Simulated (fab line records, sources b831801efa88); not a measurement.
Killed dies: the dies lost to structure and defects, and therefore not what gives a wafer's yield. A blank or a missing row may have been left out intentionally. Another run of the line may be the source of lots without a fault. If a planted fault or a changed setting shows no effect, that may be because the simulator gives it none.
The tool behind it: which one?    flow sky130    7 lots with 21 wafers sampled at 3 steps, on a route of 708 steps

WHAT THE GAUGES READ, wafer by wafer
SKY_DNWELL_TW_MEAS_09.
lot   measured     on             DNWELL_TW
L511  day 3 13:13  film metro-01  1114 1114 1113
L513  day 3 20:30  film metro-01  1110 1109 1104
L518  day 5 00:55  film metro-04  30 30 30
L522  day 5 22:11  film metro-01  1103 1096 1108
L527  day 7 15:56  film metro-04  1118 1113 1110
L529  day 7 23:50  film metro-01  1121 1122 1122
L531  day 8 02:40  film metro-03  1114 1118 1114

TOOL THAT RAN EACH LOT (tool first, then ch and the chambers of the sampled wafers, then the start)
lot   SKY_FIELD_ISO_ETCH_14              SKY_DNWELL_DEVELOP_06
L511  rie diel-04 ch 0,3, day 2 11:19    litho track-03 ch 0, day 3 12:00
L513  rie diel-02 ch 0,2,3, day 2 19:53  litho track-02 ch 0, day 3 20:00
L518  rie diel-01 ch 0,1,2, day 3 22:32  litho track-04, day 5 00:00
L522  rie diel-02 ch 0,1,3, day 4 18:04  litho track-02 ch 0, day 5 21:00
L527  rie diel-01 ch 2,3, day 5 22:50    litho track-02 ch 0, day 7 15:00
L529  rie diel-04 ch 1,3, day 6 09:28    litho track-02 ch 0, day 7 23:00
L531  rie diel-01 ch 0,1,3, day 6 17:41  litho track-04 ch 0, day 8 02:00
- SKY_FIELD_ISO_ETCH_14: etches BARC in N2/H2, stops on SiO2, time 45.9 s, target depth 60 nm.
- SKY_DNWELL_DEVELOP_06: develop time 60 s.

THE ANSWER, worked out from the rows above alone
Rule: the lots themselves supply what counts as usual. The widest of any qualifying gaps counts: lots, ordered by their means at a reading, are off when they make up no more than a third of the lots, leave a main group of 4 or more, and stand apart from it by 3 or more times the standard deviation of that group's means. If all means in a main group match to the digits the tables above print for the reading, that group is not used. A lot without any number at a reading at which 4 lots or more have one is off too. The other lots that the step has rows for count as sound.
Off: at SKY_DNWELL_TW_MEAS_09 (DNWELL_TW), L518. The main group has a mean of 1112 with a standard deviation of 6.1.
A tool fits if, at a process step before that reading, it ran every lot that is off, and no sound lot after the first of them. Gauges at SKY_DNWELL_TW_MEAS_09: tried the same way as those tools. Not one of the candidates tried fits.

WHAT WAS PUT IN BY THE SIMULATOR
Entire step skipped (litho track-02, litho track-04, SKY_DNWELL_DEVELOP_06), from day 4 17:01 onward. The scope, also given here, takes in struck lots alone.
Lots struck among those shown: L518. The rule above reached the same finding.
